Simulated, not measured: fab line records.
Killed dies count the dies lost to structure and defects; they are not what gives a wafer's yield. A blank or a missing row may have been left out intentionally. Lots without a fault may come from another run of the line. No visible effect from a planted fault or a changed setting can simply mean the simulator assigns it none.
Shared-tool check | flow gf180mcu | Sampled: 14 lots, 42 wafers

== REASON IT WAS OPENED ==
At GF_HV_LDD_TW_MEAS_38 the reading HV_LDD_3_TW is flagged on 2 of 14 lots. Fault-free wafers read 1425, with a standard deviation of 9.4.
Rule: a lot gets a flag if all its wafers with a number sit over 4 standard deviations from that mean, or if no wafer of it has a number. All remaining lots are regarded as sound.

lot  | measured     | on            | HV_LDD_3_TW, wafer by wafer | flag
L839 | day 11 23:23 | film_metro-04 | 1429 1422 1434              |
L840 | day 12 05:31 | film_metro-03 | 1410 1414 1416              |
L841 | day 12 13:55 | film_metro-03 | 1417 1427 1418              |
L842 | day 12 22:44 | film_metro-03 | 1415 1417 1415              |
L843 | day 13 06:25 | film_metro-04 | 1432 1431 1435              |
L844 | day 13 09:58 | film_metro-03 | 1292 1294 1295              | FLAGGED
L845 | day 13 22:07 | film_metro-04 | 1306 1308 1308              | FLAGGED
L851 | day 15 18:19 | film_metro-03 | 1408 1407 1416              |
L852 | day 16 01:28 | film_metro-04 | 1429 1423 1428              |
L853 | day 16 10:12 | film_metro-03 | 1415 1424 1414              |
L858 | day 18 00:07 | film_metro-04 | 1437 1426 1430              |
L859 | day 18 10:26 | film_metro-04 | 1425 1426 1425              |
L860 | day 18 18:07 | film_metro-04 | 1426 1429 1427              |
L861 | day 19 00:43 | film_metro-03 | 1424 1425 1423              |
The mean of the flagged lots' numbers is 1300, -124 from the usual (-13 standard deviations).

== WHICH TOOL EACH LOT WENT THROUGH ==
The record holds 1 process step before the reading, out of a route of 602 steps. Cell contents, in order: the tool; ch with the chambers the sampled wafers went through; the start.
lot  | flag    | GF_HV_LDD_IMPLANT_35
L839 |         | implanter-02 ch 0, day 11 22:59
L840 |         | implanter-02 ch 0, day 12 05:07
L841 |         | implanter-02 ch 0, day 12 13:31
L842 |         | implanter-02 ch 0, day 12 22:22
L843 |         | implanter-02 ch 0, day 13 06:02
L844 | FLAGGED | implanter-04, day 13 09:34
L845 | FLAGGED | implanter-04, day 13 21:40
L851 |         | implanter-04 ch 0, day 15 17:55
L852 |         | implanter-04 ch 0, day 16 01:04
L853 |         | implanter-04 ch 0, day 16 09:48
L858 |         | implanter-04 ch 0, day 17 23:43
L859 |         | implanter-02 ch 0, day 18 10:02
L860 |         | implanter-04 ch 0, day 18 17:44
L861 |         | implanter-01 ch 0, day 19 00:21
What these steps do:
- GF_HV_LDD_IMPLANT_35
- GF_HV_LDD_TW_MEAS_38

== FLAGGED AGAINST TOTAL, ONE TOOL AT A TIME (gauges that did the reading follow at the end) ==
step                 | tool          | lots run | flagged | share of the flagged lots | sound lots run after its first flagged lot
GF_HV_LDD_IMPLANT_35 | implanter-01  | 1        | 0       | none                      | -
GF_HV_LDD_IMPLANT_35 | implanter-02  | 6        | 0       | none                      | -
GF_HV_LDD_IMPLANT_35 | implanter-04  | 7        | 2       | all                       | 5 (L851,L852,L853,L858,L860)
GF_HV_LDD_TW_MEAS_38 | film_metro-03 | 7        | 1       | some                      | 3 (L851,L853,L861)
GF_HV_LDD_TW_MEAS_38 | film_metro-04 | 7        | 1       | some                      | 4 (L852,L858,L859,L860)

== WHAT THE TABLE ALLOWS ==
All flagged lots share 1 row of the table, namely implanter-04 at GF_HV_LDD_IMPLANT_35.
- implanter-04 at GF_HV_LDD_IMPLANT_35: 2 of its 7 lots flagged. After the first flagged lot (L851, L852, L853, L858, L860), sound lots still ran on it; a lasting fault on the whole tool would not permit that. On the flagged lots its readings are blank where sound lots have values: beam_energy_keV, beam_on_s, rotation_deg.
There is no row in the table that ran each flagged lot and no sound lot after the first.

== WHAT THE SIMULATOR HAD INSERTED ==
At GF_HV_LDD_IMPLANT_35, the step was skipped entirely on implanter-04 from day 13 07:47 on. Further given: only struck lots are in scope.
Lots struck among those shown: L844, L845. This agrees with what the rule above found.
